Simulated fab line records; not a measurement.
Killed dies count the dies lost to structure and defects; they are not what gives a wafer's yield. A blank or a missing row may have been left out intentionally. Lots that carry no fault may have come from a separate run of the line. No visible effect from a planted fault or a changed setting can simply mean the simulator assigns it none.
Which tool is to blame? ; flow gf180mcu ; Sampling: 15 lots, 45 wafers, 4 of 602 route steps

== WHAT THE GAUGES SHOWED, per wafer ==
GF_V4_CD_MEAS_14: target cd 260 nm. Usual: 259.9 nm for cd nm, sd 1.3.
lot;measured;on;cd nm (nm);flag
L999;day 24 09:08;cd sem-02;259.6 258.8 258.9;
L101;day 25 03:39;cd sem-01;257.9 258.1 258.7;
L103;day 25 17:46;cd sem-01;258.7 260.4 258.7;
L106;day 26 17:19;cd sem-02;262.4 263.0 261.7;
L107;day 27 04:44;cd sem-01;260.6 260.6 259.5;
L108;day 27 11:31;cd sem-01;261.0 261.0 260.8;
L111;day 28 10:53;cd sem-02;260.7 260.1 260.5;
L112;day 29 00:21;cd sem-02;258.8 259.3 260.2;
L115;day 29 12:56;cd sem-01;259.5 259.6 258.2;
L116;day 29 18:10;cd sem-01;259.9 259.0 259.0;
L117;day 30 00:41;cd sem-01;259.1 258.5 260.1;
L118;day 30 06:17;cd sem-01;258.4 258.7 258.3;
L119;day 30 13:31;cd sem-02;261.0 259.8 260.1;
L120;day 30 22:00;cd sem-01;261.1 259.8 260.6;
L122;day 31 12:05;cd sem-02;264.2 262.3 262.2;

GF_PASSIVATION_THK_MEAS_01. Usual: PASSIVATION_CVD_00_THK gives 1004 nm (standard deviation 13).
lot;measured;on;PASSIVATION_CVD_00_THK (nm);flag
L999;day 28 01:25;film metro-03;995 1004 1030;
L101;day 28 18:37;film metro-04;981 996 1003;
L103;day 29 07:45;film metro-04;990 1010 1007;
L106;day 30 05:43;film metro-02;999 1007 1012;
L107;day 30 16:53;film metro-04;985 983 996;
L108;day 30 22:39;film metro-04;996 1016 1005;
L111;day 31 19:10;film metro-04;988 1013 1018;
L112;day 32 07:27;film metro-02;1007 1018 1023;
L115;day 32 16:28;film metro-02;995 987 1005;
L116;day 32 22:26;film metro-04;979 996 999;
L117;day 33 09:03;film metro-04;995 1017 1006;
L118;day 33 09:54;film metro-03;989 1003 1013;
L119;day 33 13:33;film metro-02;992 993 997;
L120;day 33 23:37;film metro-02;991 995 1011;
L122;day 34 11:34;film metro-03;994 1000 1017;

== TOOL THAT RAN EACH LOT (tool first, then ch and the chambers of the sampled wafers, then the start) ==
lot;GF_CONTACT_CVD_24;GF_PASSIVATION_CVD_00
L999;cvd w-02 ch 0,1, day 16 02:59;pecvd-03 ch 0,2, day 28 01:19
L101;cvd w-02 ch 0,1, day 16 21:28;pecvd-01 ch 1,2, day 28 18:32
L103;cvd w-01 ch 0,1, day 17 12:35;pecvd-03 ch 0,2, day 29 07:40
L106;cvd w-02 ch 0,1, day 18 15:02;pecvd-01 ch 0,1,2, day 30 05:38
L107;cvd w-02 ch 0,1, day 19 04:14;pecvd-01 ch 0,1,2, day 30 16:48
L108;cvd w-02 ch 0,1, day 19 11:14;pecvd-01 ch 1,2, day 30 22:33
L111;cvd w-01 ch 0,1, day 20 16:26;pecvd-01 ch 0,1,2, day 31 19:05
L112;cvd w-01 ch 0,1, day 21 10:05;pecvd-03 ch 1,2, day 32 07:22
L115;cvd w-02 ch 0,1, day 22 00:07;pecvd-01 ch 1,2, day 32 16:22
L116;cvd w-02 ch 0,1, day 22 09:31;pecvd-02 ch 0,1,2, day 32 22:22
L117;cvd w-02 ch 1, day 22 14:44;pecvd-03 ch 0,1,2, day 33 08:58
L118;cvd w-02 ch 0,1, day 22 21:45;pecvd-03 ch 0,1,2, day 33 09:49
L119;cvd w-02 ch 0,1, day 23 09:19;pecvd-01 ch 0,1,2, day 33 13:28
L120;cvd w-02 ch 0,1, day 23 17:10;pecvd-03 ch 0,1, day 33 23:29
L122;cvd w-02 ch 0,1, day 24 11:11;pecvd-03 ch 0,2, day 34 11:29
- GF_CONTACT_CVD_24: deposits W, target thk 300 nm, time 90.339 s.
- GF_PASSIVATION_CVD_00: deposits SiO2 from TEOS, target thk 1000 nm, time 111.95 s.

== WHAT THE TOOLS THEMSELVES READ (means of the sampled wafers that have a number; where no wafer has one, the mark that the record gives instead) ==
GF_CONTACT_CVD_24. Usual: heater power w 891 W, standard deviation 69; susceptor temp C 400.01 C, standard deviation 0.23.
lot;tool;heater power w (W);susceptor temp C (C);flag
L999;cvd w-02;956;399.95;
L101;cvd w-02;986;399.83;
L103;cvd w-01;805;399.96;
L106;cvd w-02;946;400.01;
L107;cvd w-02;937;400.35;
L108;cvd w-02;933;399.93;
L111;cvd w-01;850;400.00;
L112;cvd w-01;810;399.63;
L115;cvd w-02;933;400.05;
L116;cvd w-02;936;400.00;
L117;cvd w-02;925;400.11;
L118;cvd w-02;938;399.92;
L119;cvd w-02;939;400.16;
L120;cvd w-02;927;400.02;
L122;cvd w-02;931;399.95;

GF_PASSIVATION_CVD_00. Usual: heater power w 730 W, standard deviation 140; susceptor temp C 400.03 C, standard deviation 0.23.
lot;tool;heater power w (W);susceptor temp C (C);flag
L999;pecvd-03;837;399.82;
L101;pecvd-01;609;400.04;
L103;pecvd-03;902;399.84;
L106;pecvd-01;654;400.18;
L107;pecvd-01;691;400.36;
L108;pecvd-01;623;400.17;
L111;pecvd-01;647;399.94;
L112;pecvd-03;874;400.07;
L115;pecvd-01;564;399.77;
L116;pecvd-02;559;399.93;
L117;pecvd-03;845;400.22;
L118;pecvd-03;816;399.86;
L119;pecvd-01;691;399.91;
L120;pecvd-03;833;399.97;
L122;pecvd-03;900;399.97;

== THE ANSWER, worked out from the rows above alone ==
Rule: lot off if the mean of its wafers having a number is beyond 3 standard deviations from the usual mean. Also off: a lot with no number at a reading for which 4 or more lots have one. Any other lot the step has rows for is counted as sound. First the gauges in route order, then the tools' own readings, where a lot's mean is used as printed above. The first step at which some lot is off is used, and at that step the reading that is off furthest; a lot without a number counts as furthest.
None of the lots is off at any reading shown; this tells nothing.

== WHAT HAD BEEN PUT IN BY THE SIMULATOR ==
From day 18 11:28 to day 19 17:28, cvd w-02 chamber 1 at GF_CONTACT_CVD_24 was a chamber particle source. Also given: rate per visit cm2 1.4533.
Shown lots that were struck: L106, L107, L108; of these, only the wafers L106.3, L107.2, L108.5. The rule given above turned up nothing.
